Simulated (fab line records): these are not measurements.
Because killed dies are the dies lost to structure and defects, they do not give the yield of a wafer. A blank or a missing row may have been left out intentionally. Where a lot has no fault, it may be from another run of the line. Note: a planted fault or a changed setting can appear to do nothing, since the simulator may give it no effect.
Matching of chambers :: flow gf180mcu :: 4 sister chambers for GF_STI_ETCH_14 on rie si-01
The step etches Si in HBr/Cl2/O2, target depth 360 nm, time 102.9 s. 16 wafers are shown with their chamber, then 7 later ones without.

== EACH WAFER AND ITS CHAMBER ==
wafer: L651.1
chamber: 3
drypump motor current A (A): 5.6
oes product au (a.u.): 0.989
throttle valve pct (%): 25.660

wafer: L651.2
chamber: 1
drypump motor current A (A): 4.9
oes product au (a.u.): 1.035
throttle valve pct (%): 25.634

wafer: L651.3
chamber: 2
drypump motor current A (A): 6.6
oes product au (a.u.): 0.999
throttle valve pct (%): 25.657

wafer: L652.1
chamber: 2
drypump motor current A (A): 6.6
oes product au (a.u.): 1.000
throttle valve pct (%): 25.646

wafer: L652.2
chamber: 3
drypump motor current A (A): 5.6
oes product au (a.u.): 0.997
throttle valve pct (%): 25.654

wafer: L652.6
chamber: 1
drypump motor current A (A): 4.9
oes product au (a.u.): 1.036
throttle valve pct (%): 25.614

wafer: L653.1
chamber: 3
drypump motor current A (A): 5.6
oes product au (a.u.): 1.000
throttle valve pct (%): 25.674

wafer: L653.2
chamber: 0
drypump motor current A (A): 5.0
oes product au (a.u.): 0.972
throttle valve pct (%): 25.667

wafer: L653.4
chamber: 2
drypump motor current A (A): 6.6
oes product au (a.u.): 1.014
throttle valve pct (%): 25.653

wafer: L654.1
chamber: 0
drypump motor current A (A): 4.9
oes product au (a.u.): 0.985
throttle valve pct (%): 25.671

wafer: L654.3
chamber: 3
drypump motor current A (A): 5.6
oes product au (a.u.): 0.996
throttle valve pct (%): 25.645

wafer: L654.6
chamber: 2
drypump motor current A (A): 6.6
oes product au (a.u.): 1.006
throttle valve pct (%): 25.659

wafer: L659.2
chamber: 3
drypump motor current A (A): 5.6
oes product au (a.u.): 1.000
throttle valve pct (%): 25.645

wafer: L659.5
chamber: 3
drypump motor current A (A): 5.6
oes product au (a.u.): 0.992
throttle valve pct (%): 25.661

wafer: L663.2
chamber: 2
drypump motor current A (A): 6.6
oes product au (a.u.): 1.008
throttle valve pct (%): 25.663

wafer: L663.5
chamber: 0
drypump motor current A (A): 4.9
oes product au (a.u.): 0.991
throttle valve pct (%): 25.674

SIGNATURES, as means of the wafers listed above
reading: drypump motor current A
chamber 0: 4.933
chamber 1: 4.900
chamber 2: 6.600
chamber 3: 5.600
scatter within a chamber: 0.0236

reading: oes product au
chamber 0: 0.98267
chamber 1: 1.03550
chamber 2: 1.00540
chamber 3: 0.99567
scatter within a chamber: 0.00604

reading: throttle valve pct
chamber 0: 25.67067
chamber 1: 25.62400
chamber 2: 25.65560
chamber 3: 25.65650
scatter within a chamber: 0.00913
Rule: distance of a wafer from a chamber = root of the sum over the readings of ((wafer's reading minus chamber's mean) / reading's scatter) squared. If the next closest chamber is less than 2 further off than the closest, the wafer can't be placed; otherwise it belongs to the closest. The scatter: take each reading less its chamber's mean, square it, sum over the shown wafers, divide by the number of wafers less the number of chambers, and take the root.

== WAFERS WITHOUT THEIR CHAMBER ==
wafer: L663.6
drypump motor current A (A): 5.6
oes product au (a.u.): 1.007
throttle valve pct (%): 25.657

wafer: L672.1
drypump motor current A (A): 4.9
oes product au (a.u.): 1.028
throttle valve pct (%): 25.625

wafer: L672.4
drypump motor current A (A): 4.9
oes product au (a.u.): 1.003
throttle valve pct (%): 25.656

wafer: L672.5
drypump motor current A (A): 6.6
oes product au (a.u.): 1.000
throttle valve pct (%): 25.650

wafer: L673.3
drypump motor current A (A): 4.9
oes product au (a.u.): 1.032
throttle valve pct (%): 25.639

wafer: L673.4
drypump motor current A (A): 4.8
oes product au (a.u.): 1.029
throttle valve pct (%): 25.644

wafer: L673.5
drypump motor current A (A): 6.6
oes product au (a.u.): 0.990
throttle valve pct (%): 25.666

== WHICH CHAMBER EACH ONE RAN IN ==
wafer: L663.6
from the rows above: 3
in truth: 3

wafer: L672.1
from the rows above: 1
in truth: 1

wafer: L672.4
from the rows above: 0
in truth: 0

wafer: L672.5
from the rows above: 2
in truth: 2

wafer: L673.3
from the rows above: 1
in truth: 1

wafer: L673.4
from the rows above: 1
in truth: 1

wafer: L673.5
from the rows above: 2
in truth: 2
Placed correctly: 7 of 7. Left unplaced by these rows: 0. Placed wrongly: 0.
